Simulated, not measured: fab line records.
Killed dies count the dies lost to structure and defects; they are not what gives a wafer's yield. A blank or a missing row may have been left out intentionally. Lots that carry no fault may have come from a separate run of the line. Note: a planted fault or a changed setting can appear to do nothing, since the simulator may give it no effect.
fab line records | flow gf180mcu
[record] lots = 13 | wafers = 39 | last-day = 34
route steps=602 shown V2@386 V3@455
lots with no fault: from the same line, run without faults
start-h: start of the lot's first displayed wafer, in hours after the record's first day | wait-h: hours since the lot's step before | " the same as in the row above | L1.1+2: a row that stands for several wafers | - value missing, or start not given | * or withheld: withheld | < > ~ a bound
route shown NAME@n: a module of which the file shows steps, and the number in the route of the first | usual: average and standard deviation across the fault-free wafers | same: alike in all rows | chamber/n: place in a boat | sites: each site's reading | _std_site: standard deviation of those values | _edge_site: mean of outer sites minus mean of inner sites | radius-mm: for every site, how far away it sits from the centre of the wafer | mask NAME#n: copy n | behind: the last tool/chamber to shape the wafer | hold: what put the lot on hold/how long, in hours/how the hold closed | device: which transistor (n, p or np) failed to switch | end of line: the tests these same wafers got at the end of their route | a step given without rows: its recipe and nothing more | killed: not the wafer's yield, but the dies lost to structure and defects at the first sort | map: per-die view of a wafer (x killed, . not killed, _ where there is no die)
set.NAME: the setting the step ran with; set.NAME@STEP: the setting that earlier step ran with | model.NAME: the simulator's own value behind a step, which no gauge read
steps of the route over a sample of lots; a table a step, a row a wafer
services: when a tool's chamber went out of use (start-h, in hours from the record's first day, below 0 if earlier), for how many hours, and the reason
[[steps]]
[step GF_V2_CMP_04]
[recipe] material = SiO2 | down-force-psi = 4 | platen-rpm = 60 | pad-velocity-m-s = 0.94248
[usual] motor-current-A = 12.6/1 | slurry-filter-dp-kPa = 13.50/0.12 | slurry-flow-ml-min = 150.0/0.45 | time-to-endpoint-s = 79/7.6
lot.wafer | tool   | chamber | start-h | wait-h | motor-current-A | slurry-filter-dp-kPa | slurry-flow-ml-min | time-to-endpoint-s
L800.1    | cmp-01 | 1       | 444.24  | 0.1    | 10.8            | 13.56                | 150.3              | 100
L800.5    | "      | 3       | "       | "      | 13.4            | 13.28                | 149.9              | 93
L800.6    | "      | 0       | "       | "      | 13.7            | 13.58                | 150.4              | 97
L801.4    | cmp-01 | 1       | 450.31  | 0.0    | 11.5            | 13.39                | 149.2              | 90
L801.2    | "      | 3       | "       | "      | 13.3            | 13.61                | 150.2              | 74
L801.5    | "      | 2       | "       | "      | 13.9            | 13.30                | 149.6              | 81
L803.2    | cmp-02 | 3       | 465.96  | 0.1    | 12.6            | 13.37                | 149.8              | 73
L803.1    | "      | 1       | "       | "      | 13.7            | 13.49                | 150.7              | 82
L803.6    | "      | 3       | "       | "      | 12.4            | 13.37                | 150.1              | 83
L805.4    | cmp-01 | 3       | 487.25  | 0.2    | 13.5            | 13.52                | 150.7              | 82
L805.6    | "      | 0       | "       | "      | 14.1            | 13.44                | 149.8              | 91
L805.5    | "      | 1       | "       | "      | 11.6            | 13.57                | 150.0              | 87
L804.2    | cmp-02 | 3       | 490.63  | 0.0    | 12.6            | 13.51                | 149.6              | 73
L804.3    | "      | 0       | "       | "      | 11.4            | 13.51                | 150.4              | 67
L804.1    | "      | 1       | "       | "      | 13.7            | 13.39                | 150.4              | 78
L807.3    | cmp-02 | 1       | 507.71  | 0.1    | 14.0            | 13.59                | 150.2              | 66
L807.2    | "      | 3       | "       | "      | 12.0            | 13.42                | 149.2              | 75
L807.6    | "      | 1       | "       | "      | 14.2            | 13.59                | 149.9              | 74
L815.2    | cmp-02 | 3       | 579.03  | 0.0    | 12.1            | 13.49                | 150.4              | 76
L815.4    | "      | 0       | "       | "      | 11.4            | 13.50                | 149.1              | 78
L815.5    | "      | 0       | "       | "      | 11.3            | 13.60                | 149.9              | 79
L817.2    | cmp-01 | 3       | 590.44  | 0.1    | 13.1            | 13.53                | 149.9              | 80
L817.4    | "      | 0       | "       | "      | 13.7            | 13.51                | 149.5              | 75
L817.6    | "      | 3       | "       | "      | 13.5            | 13.52                | 150.4              | 81
L818.1    | cmp-01 | 0       | 597.71  | 0.1    | 13.5            | 13.48                | 149.2              | 72
L818.3    | "      | 1       | "       | "      | 11.9            | 13.54                | 149.2              | 65
L818.6    | "      | 2       | "       | "      | 13.8            | 13.28                | 149.4              | 68
L819.4    | cmp-02 | 0       | 603.32  | 0.2    | 11.1            | 13.34                | 149.8              | 69
L819.6    | "      | 1       | "       | "      | 14.1            | 13.40                | 149.7              | 77
L819.5    | "      | 2       | "       | "      | 11.9            | 13.43                | 149.4              | 81
L820.2    | cmp-01 | 3       | 614.82  | 0.1    | 13.3            | 13.34                | 149.7              | 74
L820.3    | "      | 0       | "       | "      | 13.8            | 13.59                | 149.5              | 79
L820.1    | "      | 1       | "       | "      | 11.4            | 13.52                | 149.8              | 83
L821.3    | cmp-02 | 2       | 615.09  | 0.0    | 11.8            | 13.43                | 149.4              | 78
L821.4    | "      | 3       | "       | "      | 12.1            | 13.28                | 149.6              | 88
L821.2    | "      | 0       | "       | "      | 10.6            | 13.36                | 149.7              | 81
L823.2    | cmp-02 | 2       | 627.42  | 0.1    | 11.3            | 13.38                | 149.6              | 91
L823.6    | "      | 0       | "       | "      | 11.1            | 13.67                | 149.9              | 75
L823.5    | "      | 1       | "       | "      | 13.4            | 13.54                | 150.0              | 90
[step GF_V2_OVL_MEAS_15]
[usual] V2_OVL = 2/5.6
lot.wafer | tool       | chamber | start-h | wait-h | V2_OVL[nm]
L800.1    | overlay-01 | -       | 468.83  | 0.1    | 9
L800.5    | "          | -       | "       | "      | -1
L800.6    | "          | -       | "       | "      | 5
L801.2    | overlay-02 | -       | 475.08  | 0.1    | 5
L801.4    | "          | -       | "       | "      | 2
L801.5    | "          | -       | "       | "      | 15
L803.1    | overlay-02 | -       | 490.38  | 0.1    | -5
L803.2    | "          | -       | "       | "      | 5
L803.6    | "          | -       | "       | "      | -2
L805.4    | overlay-01 | -       | 510.94  | 0.1    | -11
L805.5    | "          | -       | "       | "      | -3
L805.6    | "          | -       | "       | "      | -3
L804.1    | overlay-02 | -       | 514.78  | 0.1    | 0
L804.2    | "          | -       | "       | "      | 3
L804.3    | "          | -       | "       | "      | 3
L807.2    | overlay-02 | -       | 531.11  | 0.1    | 7
L807.3    | "          | -       | "       | "      | 0
L807.6    | "          | -       | "       | "      | -1
L815.2    | overlay-02 | -       | 600.90  | 0.1    | 2
L815.4    | "          | -       | "       | "      | -4
L815.5    | "          | -       | "       | "      | -4
L817.2    | overlay-02 | -       | 611.49  | 0.1    | 5
L817.4    | "          | -       | "       | "      | 2
L817.6    | "          | -       | "       | "      | 4
L818.1    | overlay-01 | -       | 619.27  | 0.1    | -4
L818.3    | "          | -       | "       | "      | 0
L818.6    | "          | -       | "       | "      | -2
L819.4    | overlay-02 | -       | 624.49  | 0.1    | 6
L819.5    | "          | -       | "       | "      | 14
L819.6    | "          | -       | "       | "      | 0
L820.1    | overlay-01 | -       | 635.80  | 0.1    | -2
L820.2    | "          | -       | "       | "      | -3
L820.3    | "          | -       | "       | "      | -1
L821.2    | overlay-02 | -       | 636.08  | 0.1    | -5
L821.3    | "          | -       | "       | "      | 3
L821.4    | "          | -       | "       | "      | -3
L823.2    | overlay-02 | -       | 647.86  | 0.1    | 4
L823.5    | "          | -       | "       | "      | 4
L823.6    | "          | -       | "       | "      | -6
[step GF_V2_SPUTTER_22]
[recipe] material = TiN | target-thk-nm = 10 | chamber-pressure-pa = 5 | power-w = 4000 | time-s = 40
[usual] throttle-valve-pct = 29.9/0.87
lot.wafer | tool           | chamber | start-h | wait-h | throttle-valve-pct
L800.1    | pvd-sputter-01 | -       | 469.62  | 0.0    | 30.4
L800.5    | "              | -       | "       | "      | 31.6
L800.6    | "              | -       | "       | "      | 29.8
L801.2    | pvd-sputter-02 | -       | 475.87  | 0.0    | 28.3
L801.4    | "              | -       | "       | "      | 30.6
L801.5    | "              | -       | "       | "      | 30.4
L803.1    | pvd-sputter-02 | -       | 491.16  | 0.0    | 30.6
L803.2    | "              | -       | "       | "      | 29.1
L803.6    | "              | -       | "       | "      | 29.2
L805.4    | pvd-sputter-03 | -       | 511.69  | 0.0    | 31.2
L805.5    | "              | -       | "       | "      | 29.4
L805.6    | "              | -       | "       | "      | 28.8
L804.1    | pvd-sputter-02 | -       | 515.57  | 0.0    | 28.2
L804.2    | "              | -       | "       | "      | 29.5
L804.3    | "              | -       | "       | "      | 29.0
L807.2    | pvd-sputter-02 | -       | 531.86  | 0.0    | 28.8
L807.3    | "              | -       | "       | "      | 29.3
L807.6    | "              | -       | "       | "      | 28.3
L815.2    | pvd-sputter-03 | -       | 601.67  | 0.0    | 29.1
L815.4    | "              | -       | "       | "      | 31.1
L815.5    | "              | -       | "       | "      | 28.9
L817.2    | pvd-sputter-01 | -       | 612.24  | 0.0    | 30.0
L817.4    | "              | -       | "       | "      | 30.4
L817.6    | "              | -       | "       | "      | 30.2
L818.1    | pvd-sputter-03 | -       | 620.05  | 0.0    | 29.5
L818.3    | "              | -       | "       | "      | 31.3
L818.6    | "              | -       | "       | "      | 29.0
L819.4    | pvd-sputter-03 | -       | 625.24  | 0.0    | 30.9
L819.5    | "              | -       | "       | "      | 29.6
L819.6    | "              | -       | "       | "      | 31.4
L820.1    | pvd-sputter-01 | -       | 636.59  | 0.0    | 30.4
L820.2    | "              | -       | "       | "      | 29.7
L820.3    | "              | -       | "       | "      | 31.3
L821.2    | pvd-sputter-02 | -       | 636.87  | 0.0    | 28.5
L821.3    | "              | -       | "       | "      | 29.4
L821.4    | "              | -       | "       | "      | 29.0
L823.2    | pvd-sputter-01 | -       | 648.61  | 0.0    | 30.2
L823.5    | "              | -       | "       | "      | 30.0
L823.6    | "              | -       | "       | "      | 29.9
[step GF_V3_CMP_26]
[recipe] stop-on = SiO2 | down-force-psi = 3.5 | platen-rpm = 60 | t-overpolish-s = 15 | target-thk-nm = 0 | pad-velocity-m-s = 0.94248
[usual] motor-current-A = 11.5/0.95 | overpolish-run-s = 15.001/0.0089 | slurry-filter-dp-kPa = 13.51/0.13 | slurry-flow-ml-min = 150.0/0.46 | time-to-endpoint-s = 84/4.6
lot.wafer | tool   | chamber | start-h | wait-h | motor-current-A | overpolish-run-s | slurry-filter-dp-kPa | slurry-flow-ml-min | time-to-endpoint-s
L800.1    | cmp-01 | 2       | 520.93  | 0.1    | 12.5            | 14.992           | 13.47                | 150.4              | 87
L800.5    | "      | 2       | "       | "      | 12.0            | 14.990           | 13.57                | 150.2              | 83
L800.6    | "      | 3       | "       | "      | 12.2            | 15.016           | 13.53                | 150.6              | 81
L801.2    | cmp-02 | 0       | 527.07  | 0.1    | 10.2            | 15.011           | 13.42                | 148.2              | 79
L801.4    | "      | 1       | "       | "      | 13.0            | 14.997           | 13.38                | 150.3              | 85
L801.5    | "      | 3       | "       | "      | 11.6            | 14.992           | 13.32                | 150.1              | 76
L803.1    | cmp-02 | 0       | 541.71  | 0.1    | 9.9             | 14.992           | 13.46                | 149.9              | 78
L803.2    | "      | 1       | "       | "      | 12.4            | 14.985           | 13.70                | 150.9              | 89
L803.6    | "      | 0       | "       | "      | 10.2            | 14.992           | 13.69                | 150.1              | 78
L805.4    | cmp-01 | 1       | 561.07  | 0.1    | 10.0            | 15.004           | 13.47                | 149.5              | 91
L805.5    | "      | 3       | "       | "      | 12.3            | 15.022           | 13.42                | 149.9              | 80
L805.6    | "      | 0       | "       | "      | 13.0            | 15.021           | 13.42                | 149.4              | 79
L804.3    | cmp-01 | 3       | 564.97  | 0.1    | 12.2            | 14.984           | 13.69                | 149.4              | 84
L804.2    | "      | 0       | "       | "      | 12.8            | 15.004           | 13.65                | 150.1              | 81
L804.1    | "      | 1       | "       | "      | 10.4            | 15.001           | 13.43                | 150.1              | 90
L807.2    | cmp-01 | 3       | 580.29  | 0.1    | 12.2            | 15.002           | 13.31                | 150.4              | 77
L807.3    | "      | 1       | "       | "      | 10.5            | 0.044            | 13.42                | 149.8              | 129
L807.6    | "      | 3       | "       | "      | 12.0            | 0.037            | 13.62                | 150.5              | 128
L815.4    | cmp-02 | 1       | 645.97  | 0.1    | 12.7            | 15.005           | 13.29                | 149.1              | 90
L815.2    | "      | 3       | "       | "      | 11.5            | 15.012           | 13.28                | 149.6              | 87
L815.5    | "      | 1       | "       | "      | 12.9            | 14.990           | 13.39                | 150.3              | 88
L817.4    | cmp-01 | 2       | 656.49  | 0.1    | 12.3            | 14.986           | 13.53                | 149.5              | 84
L817.2    | "      | 0       | "       | "      | 12.6            | 15.010           | 13.50                | 150.7              | 85
L817.6    | "      | 2       | "       | "      | 12.9            | 15.021           | 13.58                | 149.8              | 84
L818.1    | cmp-02 | 1       | 663.54  | 0.1    | 12.7            | 14.999           | 13.50                | 150.9              | 85
L818.3    | "      | 2       | "       | "      | 10.7            | 15.011           | 13.27                | 149.9              | 82
L818.6    | "      | 1       | "       | "      | 12.5            | 15.000           | 13.56                | 150.2              | 87
L819.4    | cmp-01 | 0       | 668.77  | 0.1    | 13.0            | 14.998           | 13.39                | 149.5              | 87
L819.5    | "      | 2       | "       | "      | 12.5            | 15.006           | 13.50                | 150.2              | 83
L819.6    | "      | 3       | "       | "      | 12.1            | 15.004           | 13.72                | 149.5              | 88
L820.3    | cmp-02 | 1       | 679.41  | 0.0    | 12.4            | 14.988           | 13.48                | 150.2              | 86
L820.1    | "      | 3       | "       | "      | 11.2            | 15.015           | 13.61                | 149.4              | 79
L820.2    | "      | 0       | "       | "      | 10.6            | 14.993           | 13.54                | 149.5              | 78
L821.3    | cmp-01 | 0       | 679.77  | 0.0    | 12.2            | 15.004           | 13.53                | 149.4              | 88
L821.2    | "      | 1       | "       | "      | 10.3            | 15.000           | 13.53                | 150.3              | 95
L821.4    | "      | 3       | "       | "      | 12.6            | 15.003           | 13.36                | 149.9              | 85
L823.2    | cmp-02 | 1       | 690.54  | 0.1    | 12.7            | 15.004           | 13.37                | 149.2              | 89
L823.5    | "      | 3       | "       | "      | 11.5            | 15.008           | 13.67                | 149.1              | 77
L823.6    | "      | 0       | "       | "      | 9.9             | 14.998           | 13.45                | 150.3              | 80
[[services]]
tool           | chamber | start-h | hours | kind
pvd-sputter-02 | -       | 435.18  | 9.1   | repair
cmp-02         | -       | 436.41  | 0.5   | repair
pvd-sputter-02 | -       | 467.07  | 4.9   | repair
cmp-02         | -       | 472.94  | 1.6   | repair
cmp-02         | -       | 474.46  | 0.3   | repair
cmp-01         | -       | 493.89  | 2.8   | repair
pvd-sputter-03 | -       | 495.87  | 2.6   | repair
cmp-02         | -       | 508.88  | 1.1   | repair
cmp-02         | -       | 511.63  | 1.4   | repair
pvd-sputter-01 | -       | 512.83  | 7.4   | repair
cmp-01         | -       | 518.21  | 0.6   | repair
cmp-01         | -       | 521.71  | 34.0  | repair
cmp-01         | -       | 529.22  | 1.2   | repair
pvd-sputter-03 | -       | 530.80  | 7.7   | repair
pvd-sputter-01 | -       | 531.37  | 2.5   | repair
pvd-sputter-03 | -       | 553.62  | 14.8  | repair
cmp-01         | -       | 572.00  | 4.0   | pm
cmp-02         | -       | 572.63  | 1.8   | repair
cmp-01         | -       | 576.00  | -     | consumable-replace:conditioner
cmp-01         | -       | 576.00  | -     | consumable-replace:pad
pvd-sputter-02 | -       | 616.88  | 3.5   | repair
cmp-02         | -       | 630.34  | 0.5   | repair
pvd-sputter-01 | -       | 682.93  | 2.6   | repair
[[key]]
[first-sign] step = GF_V3_CMP_26 | reading = overpolish-run-s | direction = down | sigmas = 99+ | usual = 15.001 | struck = 0.040
[effect] step = GF_V3_CMP_26 | reading = time-to-endpoint-s | direction = up | sigmas = 9.6 | usual = * | struck = *
met-at GF_V3_CMP_26
struck-lots L807
struck-wafers L807.3,L807.6
later-rows-left-out L807.3,L807.6
sort-left-out L807.3,L807.6
not-acting-at GF_V2_CMP_04,GF_V2_OVL_MEAS_15,GF_V2_SPUTTER_22
onset-between 564.97 580.29
[fault] kind = process-parameter-drift | tool = cmp-01 | chamber = - | onset-h = 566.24 | steps = GF_V3_CMP_26 | channel = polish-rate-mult | offset = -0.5 | shape = step | end-h = 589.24 | scope = struck-wafers-only
// sort-left-out: the simulated sort isn't trusted on such a fault, so these wafers' sort isn't shown, and their yield isn't known
// later-rows-left-out: the simulator's readings of these wafers behind a module that went badly wrong aren't trusted and aren't shown, but for the sort
